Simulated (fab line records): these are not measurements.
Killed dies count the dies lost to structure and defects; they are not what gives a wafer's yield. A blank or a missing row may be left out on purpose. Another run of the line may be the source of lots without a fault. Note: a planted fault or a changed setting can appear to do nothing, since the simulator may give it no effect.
Which tool is to blame? + flow sky130 + 72 wafers from 24 lots sampled at 3 of the route's 708 steps

== WHAT THE GAUGES READ, wafer by wafer ==
SKY_SD_P_CD_MEAS_07 targets a cd of 380 nm. Usual: cdNm 379.7 nm, standard deviation 2.9.
| lot  | measured     | on       | cdNm (nm)         | flag |
|------|--------------|----------|-------------------|------|
| L074 | day 25 17:43 | cdSem-02 | 378.7 378.4 378.6 |      |
| L075 | day 26 11:34 | cdSem-02 | 382.1 383.3 382.2 |      |
| L076 | day 26 23:28 | cdSem-01 | 384.5 383.6 385.7 |      |
| L077 | day 27 03:40 | cdSem-01 | 374.8 375.5 376.5 |      |
| L078 | day 27 04:35 | cdSem-02 | 378.0 376.9 377.8 |      |
| L079 | day 28 01:14 | cdSem-01 | 383.0 379.0 381.7 |      |
| L080 | day 28 21:50 | cdSem-02 | 375.7 374.5 375.5 |      |
| L082 | day 28 23:04 | cdSem-01 | 375.9 378.0 378.7 |      |
| L081 | day 29 01:36 | cdSem-01 | 382.0 381.1 383.7 |      |
| L083 | day 29 07:35 | cdSem-01 | 380.9 381.5 381.3 |      |
| L084 | day 29 16:38 | cdSem-02 | 385.8 384.4 385.1 |      |
| L086 | day 29 18:02 | cdSem-01 | 381.0 383.6 382.7 |      |
| L087 | day 29 21:31 | cdSem-01 | 384.9 383.0 380.9 |      |
| L085 | day 29 21:50 | cdSem-02 | 382.5 380.3 380.9 |      |
| L088 | day 30 12:04 | cdSem-01 | 381.4 379.9 381.4 |      |
| L089 | day 30 18:57 | cdSem-02 | 376.3 379.0 374.5 |      |
| L090 | day 30 22:15 | cdSem-02 | 378.1 379.2 381.4 |      |
| L091 | day 31 14:20 | cdSem-01 | 383.0 380.5 380.3 |      |
| L092 | day 31 21:57 | cdSem-01 | 380.8 379.9 378.1 |      |
| L094 | day 32 02:16 | cdSem-01 | 376.4 375.9 375.9 |      |
| L093 | day 32 04:46 | cdSem-02 | 377.9 377.2 375.6 |      |
| L095 | day 32 17:41 | cdSem-02 | 381.1 380.9 381.9 |      |
| L096 | day 32 19:25 | cdSem-01 | 379.7 377.3 376.3 |      |
| L097 | day 33 02:16 | cdSem-02 | 376.4 376.3 375.9 |      |

SKY_LI_CONTACT_BOW_MEAS_03. Usual: LI_CONTACT_BOW typically reads 56 um, with standard deviation 7.8.
| lot  | measured     | on           | LI_CONTACT_BOW (um) | flag |
|------|--------------|--------------|---------------------|------|
| L074 | day 28 04:52 | filmMetro-04 | 52 44 70            |      |
| L075 | day 28 22:25 | filmMetro-04 | 56 55 54            |      |
| L076 | day 29 11:17 | filmMetro-01 | 51 64 57            |      |
| L077 | day 29 14:10 | filmMetro-04 | 63 59 53            |      |
| L078 | day 29 14:34 | filmMetro-04 | 63 60 60            |      |
| L079 | day 30 11:44 | filmMetro-03 | 47 50 42            |      |
| L080 | day 31 06:11 | filmMetro-03 | 56 55 58            |      |
| L082 | day 31 07:55 | filmMetro-04 | 55 63 52            |      |
| L081 | day 31 11:26 | filmMetro-03 | 51 52 59            |      |
| L083 | day 31 17:14 | filmMetro-01 | 53 57 47            |      |
| L084 | day 32 05:19 | filmMetro-01 | 54 35 46            |      |
| L086 | day 32 06:31 | filmMetro-03 | 52 45 57            |      |
| L087 | day 32 07:41 | filmMetro-04 | 57 57 51            |      |
| L085 | day 32 08:01 | filmMetro-03 | 60 46 47            |      |
| L088 | day 32 20:11 | filmMetro-01 | 49 59 59            |      |
| L089 | day 33 03:15 | filmMetro-03 | 64 52 56            |      |
| L090 | day 33 06:47 | filmMetro-03 | 72 66 66            |      |
| L091 | day 33 22:23 | filmMetro-04 | 41 59 47            |      |
| L092 | day 34 06:15 | filmMetro-04 | 66 50 68            |      |
| L094 | day 34 09:39 | filmMetro-01 | 50 50 51            |      |
| L093 | day 34 11:49 | filmMetro-04 | 49 59 62            |      |
| L095 | day 35 00:34 | filmMetro-04 | 62 62 56            |      |
| L096 | day 35 01:27 | filmMetro-01 | 55 57 43            |      |
| L097 | day 35 09:59 | filmMetro-01 | 49 55 44            |      |

== WHICH TOOL RAN EACH LOT (tool, then ch and the chambers of the sampled wafers, then the start) ==
| lot  | SKY_LI_CONTACT_CMP_02         |
|------|-------------------------------|
| L074 | cmp-01 ch 1,2,3, day 28 04:40 |
| L075 | cmp-02 ch 0,1, day 28 22:07   |
| L076 | cmp-01 ch 0,1, day 29 10:59   |
| L077 | cmp-01 ch 0,1,3, day 29 13:54 |
| L078 | cmp-01 ch 0,3, day 29 14:14   |
| L079 | cmp-01 ch 0,1,3, day 30 11:28 |
| L080 | cmp-01 ch 0,2,3, day 31 05:58 |
| L082 | cmp-01 ch 0,2,3, day 31 07:43 |
| L081 | cmp-01 ch 0,1, day 31 11:06   |
| L083 | cmp-01 ch 0,1,2, day 31 16:58 |
| L084 | cmp-01 ch 0,1,3, day 32 04:59 |
| L086 | cmp-01 ch 0,1,2, day 32 06:11 |
| L087 | cmp-01 ch 0,2,3, day 32 07:23 |
| L085 | cmp-01 ch 1,2,3, day 32 07:41 |
| L088 | cmp-02 ch 0,2, day 32 19:53   |
| L089 | cmp-02 ch 0,1,3, day 33 03:01 |
| L090 | cmp-01 ch 0,1,3, day 33 06:32 |
| L091 | cmp-02 ch 0,2,3, day 33 22:04 |
| L092 | cmp-01 ch 1,2,3, day 34 06:01 |
| L094 | cmp-02 ch 0,1,2, day 34 09:21 |
| L093 | cmp-01 ch 0,2,3, day 34 11:34 |
| L095 | cmp-01 ch 0,1, day 35 00:15   |
| L096 | cmp-01 ch 0,1,2, day 35 01:12 |
| L097 | cmp-01 ch 0,3, day 35 09:38   |
- SKY_LI_CONTACT_CMP_02: polishes PSG.

== AS READ BY THE TOOLS THEMSELVES (means over the sampled wafers that have a number; for cases with no such wafer, the mark the record gives instead) ==
SKY_LI_CONTACT_CMP_02. Usual: headPressurePsi 4.000 psi, standard deviation 0.0081; motorCurrentA 12.1 A, standard deviation 1.1; retainingRingPressureFrac 1.000, standard deviation 0.0048; timeToEndpointS 35 s, standard deviation 3.7.
| lot  | tool   | headPressurePsi (psi) | motorCurrentA (A) | retainingRingPressureFrac | timeToEndpointS (s) | flag |
|------|--------|-----------------------|-------------------|---------------------------|---------------------|------|
| L074 | cmp-01 | 4.000                 | 12.2              | 0.999                     | 37                  |      |
| L075 | cmp-02 | 3.997                 | 11.6              | 1.004                     | 36                  |      |
| L076 | cmp-01 | 3.997                 | 12.5              | 1.002                     | 34                  |      |
| L077 | cmp-01 | 4.000                 | 13.1              | 0.999                     | 31                  |      |
| L078 | cmp-01 | 3.999                 | 12.8              | 0.998                     | 40                  |      |
| L079 | cmp-01 | 4.002                 | 12.4              | 0.995                     | 34                  |      |
| L080 | cmp-01 | 3.993                 | 12.0              | 1.000                     | 38                  |      |
| L082 | cmp-01 | 4.000                 | 11.7              | 1.001                     | 35                  |      |
| L081 | cmp-01 | 4.000                 | 12.0              | 1.002                     | 30                  |      |
| L083 | cmp-01 | 4.005                 | 11.7              | 0.997                     | 33                  |      |
| L084 | cmp-01 | 3.996                 | 12.4              | 1.002                     | 37                  |      |
| L086 | cmp-01 | 4.001                 | 11.4              | 0.997                     | 36                  |      |
| L087 | cmp-01 | 4.004                 | 12.0              | 1.001                     | 37                  |      |
| L085 | cmp-01 | 4.010                 | 12.4              | 1.000                     | 34                  |      |
| L088 | cmp-02 | 4.005                 | 11.8              | 1.003                     | 29                  |      |
| L089 | cmp-02 | 4.004                 | 11.6              | 1.003                     | 34                  |      |
| L090 | cmp-01 | 3.993                 | 12.5              | 0.999                     | 35                  |      |
| L091 | cmp-02 | 4.003                 | 11.4              | 1.002                     | 30                  |      |
| L092 | cmp-01 | 3.999                 | 12.5              | 1.000                     | 35                  |      |
| L094 | cmp-02 | 4.009                 | 11.8              | 1.002                     | 32                  |      |
| L093 | cmp-01 | 4.010                 | 11.9              | 0.999                     | 37                  |      |
| L095 | cmp-01 | 3.998                 | 12.1              | 1.002                     | 34                  |      |
| L096 | cmp-01 | 3.997                 | 11.7              | 0.999                     | 36                  |      |
| L097 | cmp-01 | 4.003                 | 12.2              | 0.999                     | 38                  |      |

== THE ANSWER, worked out from the rows above alone ==
Rule: take the mean of a lot's wafers that have a number; if it is more than 3 standard deviations from the usual mean, the lot is off. Also off: a lot with no number at a reading for which 4 or more lots have one. Any other lot the step has rows for is counted as sound. Order of review: gauges by route order, followed by the tools' own readings, for which a lot's mean as printed above is used. At the first step where some lot is off, the reading lying furthest off is the one used; lots without a number count as furthest.
Across all readings shown, no lot is off: no conclusion can be drawn from this.

== WHAT HAD BEEN PUT IN BY THE SIMULATOR ==
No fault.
